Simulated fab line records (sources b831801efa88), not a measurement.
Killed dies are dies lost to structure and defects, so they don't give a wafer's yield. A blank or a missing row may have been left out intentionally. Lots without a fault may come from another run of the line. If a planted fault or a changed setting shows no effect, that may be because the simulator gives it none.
What tool caused it? | flow gf180mcu | 42 wafers from 14 lots sampled at 3 of the route's 602 steps

WHAT THE GAUGES READ, wafer by wafer
GF_VT_IMPLANT_TW_MEAS_10.
lot  | measured     | on           | VT_IMPLANT_TW
L817 | day 5 14:29  | filmMetro-01 | 584 584 586
L818 | day 5 20:07  | filmMetro-02 | 565 563 560
L819 | day 6 02:17  | filmMetro-02 | 560 561 560
L820 | day 6 06:38  | filmMetro-02 | 563 563 566
L821 | day 6 15:32  | filmMetro-03 | 559 559 562
L822 | day 6 19:03  | filmMetro-01 | 575 578 580
L823 | day 7 02:17  | filmMetro-01 | 585 583 586
L824 | day 7 11:38  | filmMetro-01 | 583 584 585
L825 | day 7 14:31  | filmMetro-03 | 558 558 558
L826 | day 7 22:05  | filmMetro-03 | 557 557 558
L831 | day 9 09:29  | filmMetro-01 | 574 576 576
L833 | day 10 05:34 | filmMetro-03 | 559 557 558
L837 | day 10 19:28 | filmMetro-02 | 563 562 564
L836 | day 10 19:47 | filmMetro-01 | 579 578 576

EACH LOT AND THE TOOL THAT RAN IT (in order: tool; ch and the chambers of the sampled wafers; start)
lot  | GF_NWELL_IMPLANT_09            | GF_LVPWELL_STRIP_10
L817 | implanter-04 ch 0, day 3 08:22 | plasmaAsher-01 ch 0,1, day 3 20:59
L818 | implanter-04 ch 0, day 3 13:28 | plasmaAsher-02 ch 0,1, day 4 03:02
L819 | implanter-01 ch 0, day 3 17:08 | plasmaAsher-04 ch 0,1, day 4 07:14
L820 | implanter-04 ch 0, day 3 23:14 | plasmaAsher-01 ch 0,1, day 4 13:14
L821 | implanter-03 ch 0, day 4 07:08 | plasmaAsher-01 ch 0,1, day 4 20:59
L822 | implanter-01 ch 0, day 4 10:11 | plasmaAsher-01 ch 0,1, day 5 00:11
L823 | implanter-01 ch 0, day 4 16:43 | plasmaAsher-02 ch 0,1, day 5 07:17
L824 | implanter-04 ch 0, day 5 00:23 | plasmaAsher-01 ch 0,1, day 5 14:35
L825 | implanter-01 ch 0, day 5 03:32 | plasmaAsher-04 ch 0,1, day 5 17:29
L826 | implanter-03 ch 0, day 5 10:29 | plasmaAsher-02 ch 0,1, day 6 00:41
L831 | implanter-01 ch 0, day 6 15:32 | plasmaAsher-04 ch 0,1, day 7 07:21
L833 | implanter-01 ch 0, day 7 09:02 | plasmaAsher-02 ch 0,1, day 8 01:41
L837 | implanter-04 ch 0, day 7 19:56 | plasmaAsher-02 ch 0,1, day 8 12:39
L836 | implanter-01 ch 0, day 7 20:40 | plasmaAsher-02 ch 0,1, day 8 13:31
- GF_NWELL_IMPLANT_09
- GF_LVPWELL_STRIP_10: strips in O2/N2.

AS READ BY THE TOOLS THEMSELVES (means over the sampled wafers that have a number; for cases with no such wafer, the mark the record gives instead)
GF_NWELL_IMPLANT_09.
lot  | tool         | beamEnergyKeV | tiltDeg (degrees)
L817 | implanter-04 | 159.94        | -0.031
L818 | implanter-04 | 160.11        | -0.012
L819 | implanter-01 | 160.01        | -0.023
L820 | implanter-04 | 160.01        | -0.012
L821 | implanter-03 | 160.01        | -0.003
L822 | implanter-01 | 160.05        | 0.019
L823 | implanter-01 | 160.01        | 0.001
L824 | implanter-04 | 160.02        | -0.002
L825 | implanter-01 | 159.94        | -0.033
L826 | implanter-03 | 160.00        | 0.019
L831 | implanter-01 | 160.07        | 0.006
L833 | implanter-01 | 170.11        | -0.014
L837 | implanter-04 | 160.06        | -0.010
L836 | implanter-01 | 170.14        | -0.017

GF_LVPWELL_STRIP_10.
lot  | tool           | drypumpMotorCurrentA (A) | heaterPowerW (W) | oesProductAu (a.u.) | stripTimeToEndpointS (s)
L817 | plasmaAsher-01 | 5.83                     | 351              | 0.722               | 36.88
L818 | plasmaAsher-02 | 6.22                     | 355              | 0.724               | 36.84
L819 | plasmaAsher-04 | 5.95                     | 326              | 0.722               | 37.02
L820 | plasmaAsher-01 | 5.89                     | 338              | 0.725               | 37.00
L821 | plasmaAsher-01 | 5.83                     | 355              | 0.725               | 37.03
L822 | plasmaAsher-01 | 5.89                     | 337              | 0.717               | 37.06
L823 | plasmaAsher-02 | 6.17                     | 359              | 0.720               | 37.09
L824 | plasmaAsher-01 | 5.89                     | 343              | 0.719               | 36.94
L825 | plasmaAsher-04 | 5.74                     | 315              | 0.727               | 37.03
L826 | plasmaAsher-02 | 6.23                     | 373              | 0.723               | 37.01
L831 | plasmaAsher-04 | 5.91                     | 329              | 0.723               | 36.89
L833 | plasmaAsher-02 | 6.27                     | 378              | 0.722               | 37.09
L837 | plasmaAsher-02 | 6.28                     | 375              | 0.722               | 36.92
L836 | plasmaAsher-02 | 6.24                     | 376              | 0.721               | 36.90

THE ANSWER, worked out from the rows above alone
Rule: the lots themselves supply what counts as usual. Put in order of their means at a reading, lots are off if they are a third of the lots or fewer, leave a main group of 4 or more, and stand apart from it by a gap of 3 or more times the standard deviation of the main group's means; of several such gaps the widest counts. A main group is skipped when, at the precision printed for the reading in the tables above, its means are all equal. Also off: a lot with no number at a reading for which 4 or more lots have one. The other lots that the step has rows for count as sound. Order of review: gauges by route order, followed by the tools' own readings, for which a lot's mean as printed above is used. The first step at which some lot is off is used, and at that step the reading that is off furthest; a lot without a number counts as furthest.
Off at GF_NWELL_IMPLANT_09 (beamEnergyKeV): L833, L836. Mean 160.02 and standard deviation 0.047 in the main group.
If a tool, at that step or one of the process steps before it, ran each lot that is off and ran no sound lot following the first of them, it fits. One candidate fits, namely implanter-01 at GF_NWELL_IMPLANT_09. Its last sound lot is L831 (day 6 15:32), its first lot that is off L833 (day 7 09:02): a fault that began between those two fits.
On the lots that are off, the tool's own readings at GF_NWELL_IMPLANT_09 differ by more than 5 times the standard deviation of the sound lots' means, which bears it out; beamEnergyKeV reads 170.12 there versus 160.02 on the sound lots.

WHAT THE SIMULATOR HAD PUT IN
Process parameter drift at GF_NWELL_IMPLANT_09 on implanter-01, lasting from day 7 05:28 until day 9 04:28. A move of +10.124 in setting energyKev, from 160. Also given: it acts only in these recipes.
Shown lots that were struck: L833, L836. This agrees with what the rule above found.
